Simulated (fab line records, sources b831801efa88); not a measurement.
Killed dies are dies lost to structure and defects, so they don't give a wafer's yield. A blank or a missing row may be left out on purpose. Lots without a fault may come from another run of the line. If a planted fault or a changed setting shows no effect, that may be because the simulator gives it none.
Which tool did it? | flow sky130 | 12 lots, 36 wafers sampled, at 5 steps of a route of 708

== WHAT THE GAUGES SHOWED, per wafer ==
SKY_LDD_HVP_TW_MEAS_10. Usual: LDD_HVP_TW gives 456.9 (standard deviation 2.8).
lot  | measured     | on            | LDD_HVP_TW        | flag
L738 | day 21 12:13 | film-metro-02 | 457.8 461.3 458.7 |
L740 | day 22 06:50 | film-metro-02 | 457.2 455.8 458.0 |
L741 | day 22 16:14 | film-metro-04 | 456.2 455.6 458.4 |
L743 | day 23 08:37 | film-metro-02 | 458.9 458.2 458.3 |
L745 | day 24 04:01 | film-metro-02 | 457.2 458.0 457.5 |
L746 | day 24 22:23 | film-metro-01 | 454.2 454.8 453.0 |
L749 | day 25 10:58 | film-metro-04 | 455.5 454.1 455.9 |
L748 | day 25 11:00 | film-metro-02 | 484.7 482.4 486.2 | OFF
L750 | day 25 23:03 | film-metro-01 | 480.6 482.1 482.3 | OFF
L758 | day 28 21:20 | film-metro-02 | 461.2 463.2 464.6 |
L759 | day 28 21:55 | film-metro-04 | 454.0 455.5 456.2 |
L761 | day 29 10:10 | film-metro-02 | 458.9 458.1 460.7 |

SKY_POLY_CUT_CD_MEAS_08: the cd target is 270 nm. Usual: cd-nm at 270.1 nm, with a standard deviation of 1.6.
lot  | measured     | on        | cd-nm (nm)        | flag
L738 | day 24 02:26 | cd-sem-02 | 273.8 271.5 269.9 |
L740 | day 24 20:20 | cd-sem-02 | 271.3 271.0 271.0 |
L741 | day 25 06:42 | cd-sem-02 | 269.5 270.9 269.6 |
L743 | day 25 21:15 | cd-sem-01 | 270.2 270.4 269.9 |
L745 | day 26 17:22 | cd-sem-02 | 270.0 271.2 274.1 |
L746 | day 27 10:24 | cd-sem-02 | 269.6 269.9 267.7 |
L749 | day 27 21:46 | cd-sem-02 | 269.4 269.0 268.4 |
L748 | day 28 00:52 | cd-sem-02 | 270.0 269.5 271.0 |
L750 | day 28 09:01 | cd-sem-02 | 266.0 266.3 267.5 |
L758 | day 31 08:09 | cd-sem-02 | 270.3 270.1 271.4 |
L759 | day 31 08:29 | cd-sem-02 | 271.3 270.7 271.3 |
L761 | day 31 17:51 | cd-sem-02 | 270.1 270.8 270.2 |

SKY_SD_N_CD_MEAS_07: the cd target is 380 nm. Usual: cd-nm at 380.2 nm, with a standard deviation of 1.9.
lot  | measured     | on        | cd-nm (nm)        | flag
L738 | day 27 17:29 | cd-sem-01 | 380.9 383.2 383.8 |
L740 | day 28 11:14 | cd-sem-02 | 380.1 379.7 380.3 |
L741 | day 28 21:51 | cd-sem-02 | 380.7 382.1 380.6 |
L743 | day 29 10:28 | cd-sem-02 | 380.3 379.9 379.8 |
L745 | day 30 06:21 | cd-sem-02 | 381.3 383.2 381.8 |
L746 | day 30 22:14 | cd-sem-02 | 378.8 378.4 379.0 |
L749 | day 31 09:43 | cd-sem-01 | 379.1 380.0 379.8 |
L748 | day 31 13:41 | cd-sem-01 | 378.7 379.3 378.8 |
L750 | day 31 19:17 | cd-sem-01 | 381.5 380.5 381.5 |
L758 | day 34 16:12 | cd-sem-02 | 381.8 381.0 377.8 |
L759 | day 34 16:50 | cd-sem-02 | 379.6 378.1 381.8 |
L761 | day 35 01:39 | cd-sem-01 | 379.3 379.7 379.4 |

== TOOL THAT RAN EACH LOT (tool first, then ch and the chambers of the sampled wafers, then the start) ==
lot  | SKY_POLY_GATE_STRIP_18               | SKY_LDD_HVP_IMPLANT_08
L738 | plasma-asher-01 ch 0,1, day 16 09:28 | implanter-03 ch 0, day 21 11:58
L740 | plasma-asher-04 ch 0,1, day 17 01:22 | implanter-04 ch 0, day 22 06:35
L741 | plasma-asher-04 ch 0,1, day 17 10:45 | implanter-02 ch 0, day 22 15:59
L743 | plasma-asher-02 ch 0,1, day 18 02:19 | implanter-04 ch 0, day 23 08:23
L745 | plasma-asher-04 ch 0,1, day 18 23:50 | implanter-04 ch 0, day 24 03:49
L746 | plasma-asher-01 ch 1, day 19 15:38   | implanter-02 ch 0, day 24 22:08
L749 | plasma-asher-01 ch 0,1, day 20 07:10 | implanter-03 ch 0, day 25 10:43
L748 | plasma-asher-04 ch 0,1, day 20 07:17 | implanter-04 ch 0, day 25 10:46
L750 | plasma-asher-04 ch 0,1, day 20 19:13 | implanter-04 ch 0, day 25 22:49
L758 | plasma-asher-04 ch 0,1, day 23 21:30 | implanter-04 ch 0, day 28 21:07
L759 | plasma-asher-01 ch 0,1, day 23 22:56 | implanter-04 ch 0, day 28 21:42
L761 | plasma-asher-04 ch 0,1, day 24 12:44 | implanter-04 ch 0, day 29 09:55
- SKY_POLY_GATE_STRIP_18: strips in O2/N2.
- SKY_LDD_HVP_IMPLANT_08

== AS READ BY THE TOOLS THEMSELVES (means over the sampled wafers that have a number; for cases with no such wafer, the mark the record gives instead) ==
SKY_POLY_GATE_STRIP_18. Usual: drypump-motor-current-A 5.6 A, standard deviation 0.36; o2-flow-sccm 3001 sccm, standard deviation 9.4; oes-product-au 0.360 a.u., standard deviation 0.005; strip-time-to-endpoint-s 3.15 s, standard deviation 0.031.
lot  | tool            | drypump-motor-current-A (A) | o2-flow-sccm (sccm) | oes-product-au (a.u.) | strip-time-to-endpoint-s (s) | flag
L738 | plasma-asher-01 | 5.4                         | 2998                | 0.363                 | 3.17                         |
L740 | plasma-asher-04 | 5.7                         | 3005                | 0.357                 | 3.10                         |
L741 | plasma-asher-04 | 5.7                         | 2992                | 0.362                 | 3.19                         |
L743 | plasma-asher-02 | 5.4                         | 3004                | 0.360                 | 3.19                         |
L745 | plasma-asher-04 | 5.7                         | 3008                | 0.356                 | 3.16                         |
L746 | plasma-asher-01 | 5.8                         | 2990                | 0.359                 | 3.14                         |
L749 | plasma-asher-01 | 5.6                         | 2999                | 0.358                 | 3.17                         |
L748 | plasma-asher-04 | 5.7                         | 3000                | 0.357                 | 3.13                         |
L750 | plasma-asher-04 | 5.7                         | 3001                | 0.362                 | 3.14                         |
L758 | plasma-asher-04 | 5.7                         | 2995                | 0.357                 | 3.18                         |
L759 | plasma-asher-01 | 5.6                         | 2996                | 0.368                 | 3.12                         |
L761 | plasma-asher-04 | 5.7                         | 2988                | 0.360                 | 3.15                         |

SKY_LDD_HVP_IMPLANT_08. Usual: dose-ions-cm2 1.7003e+13, standard deviation 2e+10; faraday-current-uA 96.1, standard deviation 1.8.
lot  | tool         | dose-ions-cm2 | faraday-current-uA | flag
L738 | implanter-03 | 1.6966e+13    | 97.2               |
L740 | implanter-04 | 1.7014e+13    | 95.5               |
L741 | implanter-02 | 1.7015e+13    | 93.9               |
L743 | implanter-04 | 1.7014e+13    | 97.8               |
L745 | implanter-04 | 1.7012e+13    | 95.9               |
L746 | implanter-02 | 1.7021e+13    | 97.2               |
L749 | implanter-03 | 1.7008e+13    | 94.7               |
L748 | implanter-04 | 2.0398e+13    | 113.3              | OFF
L750 | implanter-04 | 2.0397e+13    | 115.8              | OFF
L758 | implanter-04 | 1.6999e+13    | 95.9               |
L759 | implanter-04 | 1.6989e+13    | 95.4               |
L761 | implanter-04 | 1.7002e+13    | 95.4               |

== THE ANSWER, worked out from the rows above alone ==
Rule: a lot counts as off when the mean over its wafers that have a number is more than 3 standard deviations away from the usual mean. A lot without any number at a reading at which 4 lots or more have one is off too. Where the step has rows for the other lots, those lots are counted as sound. First the gauges in route order, then the tools' own readings, where a lot's mean is used as printed above. At the first step where some lot is off, the reading lying furthest off is the one used; lots without a number count as furthest.
Off: L748, L750, seen at SKY_LDD_HVP_TW_MEAS_10 (LDD_HVP_TW).
A tool fits if, at a process step before that reading, it ran every lot that is off, and no sound lot after the first of them. Not tried: the gauges at SKY_LDD_HVP_TW_MEAS_10; whatever is off there is also off at SKY_LDD_HVP_IMPLANT_08, on other tools, and gauge error can't account for it. No candidate that was tried fits.

== WHAT WAS PUT IN BY THE SIMULATOR ==
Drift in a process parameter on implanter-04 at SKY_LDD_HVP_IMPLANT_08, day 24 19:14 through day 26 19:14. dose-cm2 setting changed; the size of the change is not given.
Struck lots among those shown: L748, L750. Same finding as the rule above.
